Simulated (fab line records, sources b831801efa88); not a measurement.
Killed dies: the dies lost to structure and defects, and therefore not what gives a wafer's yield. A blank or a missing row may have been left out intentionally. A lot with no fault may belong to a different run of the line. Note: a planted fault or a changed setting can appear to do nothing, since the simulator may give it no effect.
A lot that was struck, set against a sound lot -- flow sfq-line -- 42 steps out of a route of 325
Sound: wafers L413.1, L413.3, L413.5. Struck: wafer L423.2. (L423.3, L423.5 of the same lot were not struck and are left out.) The cause comes at the end.
At each step with rows: each side's tool, then ch and its chambers, then its first start. Under that, the readings that differ: sound wafers -- struck wafers -- difference of the means -- sigmas: that difference in standard deviations of wafers without a fault.
alike: words and numbers the same on both sides, and readings whose means are apart by under 2 such deviations; not compared: readings that were withheld, readings missing a value for some wafer, numbers with overlapping values and no deviation given by the record, and bounds like >300 which may hide the same value.
The two part at a step that has a row with sigmas, a row that says differs or no value, or rows on one side only. When numbers do not overlap yet have no deviation, they are printed without sigmas and do not part them. A reading missing from all wafers of one side parts the sides only when that side holds two or more wafers.

first, 6 steps without rows for these wafers: SFQ_TRILAYER_M0_LITHO_COAT_026 (resist thk 62 nm); SFQ_TRILAYER_M0_LITHO_COAT_021 (resist thk 600 nm); SFQ_TRILAYER_M0_LITHO_SOFTBAKE_025; SFQ_TRILAYER_M0_LITHO_EXPOSE_022 (exposes mask M0, target cd 500 nm); SFQ_TRILAYER_M0_LITHO_PEB_024 (peb time 60 s); SFQ_TRILAYER_M0_LITHO_DEVELOP_023 (time 60 s).
SFQ_M0_OVL_MEAS_906:
  sound: overlay-01 at day 8 13:40; struck: overlay-02 at day 15 16:01
  alike: M0_OVL
then, 1 step without rows for these wafers: SFQ_TRILAYER_M0_BARC_OPEN_METAL_ETCH_031 (etches BARC in O2, target depth 125 nm, time 41.7 s).
SFQ_TRILAYER_M0_ETCH_METAL_ETCH_024: etches Nb in Cl2/Ar, stops on SiO2, target depth 240 nm, time 120 s.
  sound on rie-metal-02 ch 0,1, day 8 13:45; struck on rie-metal-01 ch 1, day 15 16:06
reading,sound,struck,difference,sigmas
drypump-motor-current-A (A),5.65 5.75 5.63,6.31,+0.63,+3
  alike: oes-product-au
  not compared: rf-hours-counter-h
then, 2 steps without rows for these wafers: SFQ_TRILAYER_M0_STRIP_STRIP_025 (strips in O2); SFQ_TRILAYER_M0_STRIP_SOLV_CLEAN_026 (cleans in NMP, time 600 s).
SFQ_TRILAYER_I0_DEP_PECVD_027: deposits SiO2 from SiH4/N2O, time 111.11 s, target thk 500 nm.
  sound on pecvd-02 ch 0,2, day 8 14:39; struck on pecvd-02 ch 2, day 15 17:00
  alike: heater-power-w, susceptor-temp-C, throttle-valve-pct
SFQ_TRILAYER_I0_CMP_CMP_028: polishes SiO2.
  sound on cmp-02 ch 0,2, day 8 14:44; struck on cmp-02 ch 0, day 15 17:40
reading,sound,struck,difference,sigmas
slurry-flow-ml-min,150.1 150.9 151.0,149.0,-1.7,-3
time-to-endpoint-s (s),216 205 224,242,+27,+3
model.SiO2_of_TRILAYER_I0_DEP_PECVD_027.thk-nm (nm),201.9 201.5 201.7,148.9,-52.8,
  alike: motor-current-A, slurry-filter-dp-kPa
SFQ_I0_BOW_MEAS_907:
  sound: film-metro-01 at day 8 17:44; struck: film-metro-03 at day 15 20:41
  alike: I0_BOW
SFQ_TRILAYER_I0_METRO_MEASURE_029:
  sound: film-metro-01 at day 8 17:51; struck: film-metro-03 at day 15 20:59
reading,sound,struck,difference,sigmas
thk-nm (nm),201.7 201.5 201.6,149.0,-52.6,-53
then, 6 steps without rows for these wafers: SFQ_TRILAYER_I0_VIA_LITHO_COAT_036 (resist thk 62 nm); SFQ_TRILAYER_I0_VIA_LITHO_COAT_031 (resist thk 650 nm); SFQ_TRILAYER_I0_VIA_LITHO_SOFTBAKE_035; SFQ_TRILAYER_I0_VIA_LITHO_EXPOSE_032 (exposes mask I0, target cd 500 nm); SFQ_TRILAYER_I0_VIA_LITHO_PEB_034 (peb time 60 s); SFQ_TRILAYER_I0_VIA_LITHO_DEVELOP_033 (time 60 s).
SFQ_I0_OVL_MEAS_908:
  sound: overlay-01 at day 12 21:02; struck: overlay-01 at day 16 00:15
  alike: I0_OVL
SFQ_TRILAYER_I0_VIA_BARC_OPEN_VIA_ETCH_046: etches BARC in O2, target depth 125 nm, time 41.7 s.
  sound on rie-diel-01 ch 0,1,3, day 12 21:04; struck on rie-diel-04 ch 0, day 16 00:17
  alike: drypump-motor-current-A, oes-product-au
  not compared: rf-hours-counter-h
SFQ_TRILAYER_I0_VIA_ETCH_VIA_ETCH_034: etches SiO2 in CHF3, stops on Nb, target depth 260 nm.
  sound on rie-diel-01 ch 0,1,3, day 12 21:07; struck on rie-diel-04 ch 0, day 16 00:19
reading,sound,struck,difference,sigmas
oes-product-au (a.u.),0.862 0.861 0.857,0.739,-0.121,-23
model.etch.depth-nm (nm),201.9 201.5 201.7,148.9,-52.8,
model.I0.feature-depth-nm (nm),201.9 201.5 201.7,148.9,-52.8,
  alike: drypump-motor-current-A
then, 2 steps without rows for these wafers: SFQ_TRILAYER_I0_VIA_STRIP_STRIP_035 (strips in O2); SFQ_TRILAYER_I0_VIA_STRIP_SOLV_CLEAN_036 (cleans in NMP, time 600 s).
SFQ_TRILAYER_M1_DEP_PRE_CLEAN_038: time 22.5 s.
  sound: pvd-sputter-03 at day 12 22:35; struck: pvd-sputter-03 at day 16 01:13
reading,sound,struck,difference,sigmas
model.SiO2_of_TRILAYER_I0_DEP_PECVD_027.thk-nm (nm),194.4 194 194.2,141.4,-52.8,
SFQ_TRILAYER_M1_DEP_SPUTTER_037: material Nb, target thk 200 nm, time 133.3 s.
  sound: pvd-sputter-03 at day 12 22:37; struck: pvd-sputter-03 at day 16 01:14
  alike: throttle-valve-pct
SFQ_M1_RS_MEAS_909: a four-point-probe measurement.
  sound: film-metro-04 at day 12 22:43; struck: film-metro-02 at day 16 01:21
  alike: M1_NB_RS
then, 6 steps without rows for these wafers: SFQ_TRILAYER_M1_LITHO_COAT_044 (resist thk 62 nm); SFQ_TRILAYER_M1_LITHO_COAT_039 (resist thk 600 nm); SFQ_TRILAYER_M1_LITHO_SOFTBAKE_043; SFQ_TRILAYER_M1_LITHO_EXPOSE_040 (exposes mask M1, target cd 500 nm); SFQ_TRILAYER_M1_LITHO_PEB_042 (peb time 60 s); SFQ_TRILAYER_M1_LITHO_DEVELOP_041 (time 60 s).
-- the record jumps here: 7 days lie between the struck wafers' starts before and after --
SFQ_M1_OVL_MEAS_911:
  sound: overlay-01 at day 18 06:16; struck: overlay-02 at day 22 14:01
  alike: M1_OVL
SFQ_TRILAYER_M1_BARC_OPEN_METAL_ETCH_054: etches BARC in O2, target depth 125 nm, time 41.7 s.
  sound on rie-metal-02 ch 0,1, day 18 06:19; struck on rie-metal-04 ch 0, day 22 14:04
reading,sound,struck,difference,sigmas
drypump-motor-current-A (A),5.8 5.6 5.6,5.0,-0.7,-2
  alike: oes-product-au
  not compared: rf-hours-counter-h
then, 4 steps without rows for these wafers: SFQ_TRILAYER_M1_ETCH_METAL_ETCH_042 (etches Nb in Cl2/Ar, stops on SiO2, target depth 240 nm, time 120 s); SFQ_TRILAYER_M1_STRIP_STRIP_043 (strips in O2); SFQ_TRILAYER_M1_STRIP_SOLV_CLEAN_044 (cleans in NMP, time 600 s); SFQ_TRILAYER_I1_DEP_PECVD_045 (deposits SiO2 from SiH4/N2O, time 111.11 s, target thk 500 nm).
-- the record jumps here: 63 days lie between the struck wafers' starts before and after --
SFQ_M8_BOW_MEAS_951:
  sound: film-metro-01 at day 75 16:35; struck: film-metro-04 at day 85 09:52
reading,sound,struck,difference,sigmas
model.etest.i0.link-ohm,1.936 1.952 1.947,1.916,-0.029,
  alike: M8_BOW

WHERE THEY PART
First at SFQ_TRILAYER_M0_ETCH_METAL_ETCH_024; last, within this record, at SFQ_TRILAYER_M1_BARC_OPEN_METAL_ETCH_054. Later steps at which nothing parts them and some readings are alike: SFQ_M8_BOW_MEAS_951.

WHY: whatever the simulator had introduced
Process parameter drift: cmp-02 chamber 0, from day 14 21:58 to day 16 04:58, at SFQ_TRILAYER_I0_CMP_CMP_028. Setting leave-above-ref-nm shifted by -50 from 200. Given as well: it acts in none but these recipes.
